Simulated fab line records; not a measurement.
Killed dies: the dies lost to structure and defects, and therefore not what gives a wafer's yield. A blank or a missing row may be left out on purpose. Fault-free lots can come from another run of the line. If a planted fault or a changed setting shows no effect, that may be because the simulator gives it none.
The same fault as seen by 2 desks / flow sfq line / what lay behind the numbers comes last; until then each desk has only its own

== TOOL OWNER'S DESK, litho track-03 ==
The tool's own readings at SFQ_TRILAYER_C5_LITHO_PEB_154 (peb time 60 s): means of the sampled wafers that have a number, for each lot that ran on this tool. The brackets show how far a lot's mean lies from the usual mean; more than 4 standard deviations puts the lot out of limits, marked OUT.
Columns: A = chill plate temp C at SFQ_TRILAYER_C5_LITHO_PEB_154, usual 23.00 C; B = exhaust pa at SFQ_TRILAYER_C5_LITHO_PEB_154, usual 45.0 Pa
lot=L372; first seen here=day 72 06:36; A=22.96; B=45.9
lot=L376; first seen here=day 72 22:06; A=23.06; B=45.3
lot=L379; first seen here=day 74 01:41; A=23.23; B=45.3
This desk's finding: nothing out of limits on any of the 3 lots.

== AT THE METROLOGY DESK ==
What the gauges read for every lot (on any tool): the sampled wafers with a number, averaged. The brackets show how far a lot's mean lies from the usual mean; more than 4 standard deviations puts the lot out of limits, marked OUT.
Columns: A = R5_OVL at SFQ_R5_OVL_MEAS_935, usual 3 nm
lot=L370; first seen here=day 61 12:56; A=-2
lot=L371; first seen here=day 62 06:48; A=2
lot=L372; first seen here=day 62 08:00; A=-1
lot=L374; first seen here=day 63 09:49; A=6
lot=L375; first seen here=day 68 03:49; A=8
lot=L376; first seen here=day 68 06:14; A=7
lot=L377; first seen here=day 68 15:50; A=5
lot=L379; first seen here=day 69 09:49; A=10
lot=L381; first seen here=day 69 13:13; A=4
lot=L384; first seen here=day 69 17:35; A=10
lot=L385; first seen here=day 75 03:19; A=-4
lot=L391; first seen here=day 76 04:30; A=2
lot=L392; first seen here=day 76 10:31; A=9
lot=L393; first seen here=day 77 12:00; A=3
This desk's finding: nothing out of limits on any of the 14 lots.

== ALL TOGETHER ==
The tool owner's desk saw nothing out of limits.
At the metrology desk, nothing out of limits was observed.

== WHAT WAS PUT IN BY THE SIMULATOR ==
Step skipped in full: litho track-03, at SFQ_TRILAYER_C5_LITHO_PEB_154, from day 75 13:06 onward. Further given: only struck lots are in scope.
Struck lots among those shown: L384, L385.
